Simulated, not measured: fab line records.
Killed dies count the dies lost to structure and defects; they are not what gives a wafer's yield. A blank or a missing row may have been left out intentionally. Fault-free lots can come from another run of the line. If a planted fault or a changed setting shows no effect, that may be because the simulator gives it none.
Which tool was responsible? / flow gf180mcu / Sampling: 6 lots, 18 wafers, 3 of 602 route steps

WHAT THE GAUGES READ, wafer by wafer
GF_V2_CD_MEAS_14 targets a cd of 260 nm.
lot=L929; measured=day 21 11:58; on=cd-sem-02; cd-nm (nm)=259.2 259.6 260.1
lot=L933; measured=day 22 22:43; on=cd-sem-02; cd-nm (nm)=259.4 260.1 260.6
lot=L938; measured=day 24 20:40; on=cd-sem-02; cd-nm (nm)=261.5 261.4 260.4
lot=L940; measured=day 25 15:45; on=cd-sem-02; cd-nm (nm)=259.8 258.7 257.8
lot=L942; measured=day 26 04:33; on=cd-sem-02; cd-nm (nm)=265.2 264.7 265.0
lot=L949; measured=day 28 00:39; on=cd-sem-01; cd-nm (nm)=258.2 259.7 258.2

EACH LOT AND THE TOOL THAT RAN IT (in order: tool; ch and the chambers of the sampled wafers; start)
lot=L929; GF_M2_SPUTTER_01=pvd-sputter-02, day 19 10:49; GF_V2_SOFTBAKE_10=litho-track-03 ch 0, day 21 00:00
lot=L933; GF_M2_SPUTTER_01=pvd-sputter-02, day 20 22:59; GF_V2_SOFTBAKE_10=litho-track-03 ch 0, day 22 10:00
lot=L938; GF_M2_SPUTTER_01=pvd-sputter-01, day 23 00:13; GF_V2_SOFTBAKE_10=litho-track-01 ch 0, day 24 10:00
lot=L940; GF_M2_SPUTTER_01=pvd-sputter-04, day 23 18:55; GF_V2_SOFTBAKE_10=litho-track-03 ch 0, day 25 04:00
lot=L942; GF_M2_SPUTTER_01=pvd-sputter-02, day 24 08:41; GF_V2_SOFTBAKE_10=litho-track-01 ch 0, day 25 18:00
lot=L949; GF_M2_SPUTTER_01=pvd-sputter-01, day 26 06:34; GF_V2_SOFTBAKE_10=litho-track-04 ch 0, day 27 15:00
- GF_M2_SPUTTER_01: material TiN, target thk 30 nm, time 25 s.
- GF_V2_SOFTBAKE_10: time 60 s.

THE ANSWER, worked out from the rows above alone
Rule: the usual values come from the lots themselves. The widest of any qualifying gaps counts: lots, ordered by their means at a reading, are off when they make up no more than a third of the lots, leave a main group of 4 or more, and stand apart from it by 3 or more times the standard deviation of that group's means. The tables above print the reading to a certain number of digits; a main group whose means all agree to those digits is not used. A lot without any number at a reading at which 4 lots or more have one is off too. All remaining lots with rows at the step are treated as sound.
Off: L942 (GF_V2_CD_MEAS_14, cd-nm). Main group: mean 259.6 nm, sd 0.89.
A tool fits if, at a process step before that reading, it ran every lot that is off, and no sound lot after the first of them. The gauges at GF_V2_CD_MEAS_14 are tried like those tools. Can't be told from this: 3 tools fit, pvd-sputter-02 at GF_M2_SPUTTER_01, litho-track-01 at GF_V2_SOFTBAKE_10, cd-sem-02 at GF_V2_CD_MEAS_14.

WHAT WAS PUT IN BY THE SIMULATOR
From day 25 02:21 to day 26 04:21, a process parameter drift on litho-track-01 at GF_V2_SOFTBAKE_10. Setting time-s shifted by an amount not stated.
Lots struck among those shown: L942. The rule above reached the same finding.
